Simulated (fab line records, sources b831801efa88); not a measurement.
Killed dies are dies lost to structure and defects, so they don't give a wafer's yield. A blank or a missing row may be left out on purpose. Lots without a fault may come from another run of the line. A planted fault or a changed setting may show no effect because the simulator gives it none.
Split-lot experiment | flow gf180mcu | 5 lots, 23 wafers read, on a route of 602 steps

THE SPLIT
At GF_M1_SPUTTER_00 (material Ti, target thk 37.5 nm, time 150 s), the setting time_s was moved away from the recipe's 150 s on 6 of the 23 wafers read, by -10.9% to -8.2%. The other wafers ran this setting at the recipe's value.

The reading is taken at the split's own step.

THE READING
Ti_of_M1_SPUTTER_00.thk_nm (the simulator's own value, which no gauge read), in nm, at GF_M1_SPUTTER_00 (material Ti, target thk 37.5 nm, time 150 s). The file gives no usual value for it. The 17 wafers here that ran the recipe average 37.30 nm, standard deviation 0.51 nm.

wafer  | tool, chamber at the split | time_s as run, s | against the recipe | Ti_of_M1_SPUTTER_00.thk_nm, nm | against lot-mates on the recipe
L075.2 | pvd_sputter-02, -          | 150              | recipe             | 37.87                          | -
L075.3 | pvd_sputter-02, -          | 137.7            | -8.2%              | 34.69                          | -3.33
L075.4 | pvd_sputter-02, -          | 150              | recipe             | 38.17                          | -
L075.5 | pvd_sputter-02, -          | 137.7            | -8.2%              | 34.53                          | -3.49
L075.6 | pvd_sputter-02, -          | 137.7            | -8.2%              | 34.6                           | -3.42
L078.1 | pvd_sputter-04, -          | 150              | recipe             | 37.82                          | -
L078.2 | pvd_sputter-04, -          | 150              | recipe             | 37.81                          | -
L078.3 | pvd_sputter-04, -          | 150              | recipe             | 37.52                          | -
L078.5 | pvd_sputter-04, -          | 150              | recipe             | 37.78                          | -
L078.6 | pvd_sputter-04, -          | 150              | recipe             | 37.61                          | -
L079.1 | pvd_sputter-01, -          | 133.6            | -10.9%             | 32.91                          | -4.24
L079.2 | pvd_sputter-01, -          | 133.6            | -10.9%             | 33.32                          | -3.83
L079.3 | pvd_sputter-01, -          | 150              | recipe             | 37.27                          | -
L079.5 | pvd_sputter-01, -          | 150              | recipe             | 37.02                          | -
L079.6 | pvd_sputter-01, -          | 133.6            | -10.9%             | 33.01                          | -4.14
L080.2 | pvd_sputter-02, -          | 150              | recipe             | 37.24                          | -
L080.5 | pvd_sputter-02, -          | 150              | recipe             | 36.75                          | -
L080.6 | pvd_sputter-02, -          | 150              | recipe             | 37.56                          | -
L083.1 | pvd_sputter-04, -          | 150              | recipe             | 36.77                          | -
L083.2 | pvd_sputter-04, -          | 150              | recipe             | 37.07                          | -
L083.3 | pvd_sputter-04, -          | 150              | recipe             | 36.27                          | -
L083.4 | pvd_sputter-04, -          | 150              | recipe             | 36.75                          | -
L083.5 | pvd_sputter-04, -          | 150              | recipe             | 36.83                          | -

THE FIT
A straight line over all 23 wafers: Ti_of_M1_SPUTTER_00.thk_nm changes by +0.367 nm for each +1% of time_s; r = +0.96; the points scatter about the line by 0.48 nm.
The same after taking each lot's own level away (the mean of its wafers on the recipe; 23 wafers): +0.387 nm for each +1%; r = +0.99; scatter 0.24 nm.
On that fit, the largest move of time_s shifts the reading by 4.2 nm.
The lots' own levels span 36.738 to 38.020 nm, that is 2.5 times the standard deviation above.
So the lot-to-lot level changes the slope little: the two slopes agree.
Check: with one of the wafers moved furthest among these (-10.9%) left out of the fit, the line predicts -4.24 nm for it against its lot-mates. It came out at -4.24 nm against them.

OTHER SPLITS ON THESE WAFERS
These wafers also went through other splits before the reading. Each is held against what the fit with the lots' levels taken away leaves over:
other split on the same wafers  | wafers away from the commonest value | r with Ti_of_M1_SPUTTER_00.thk_nm (lot level and that fit taken away)
GF_HV_LDD_IMPLANT_09 dose_cm2   | 10                                   | +0.17
GF_HV_LDD_EXPOSE_16 dose_mj     | 5                                    | -0.06
GF_HV_LDD_COAT_41 resist_thk_nm | 5                                    | +0.19
GF_NSD_COAT_02 resist_thk_nm    | 8                                    | +0.02

THE FILE'S OWN FIT
Ti_of_M1_SPUTTER_00.thk_nm changes by +0.388 nm for each +1% of time_s, r = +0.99.
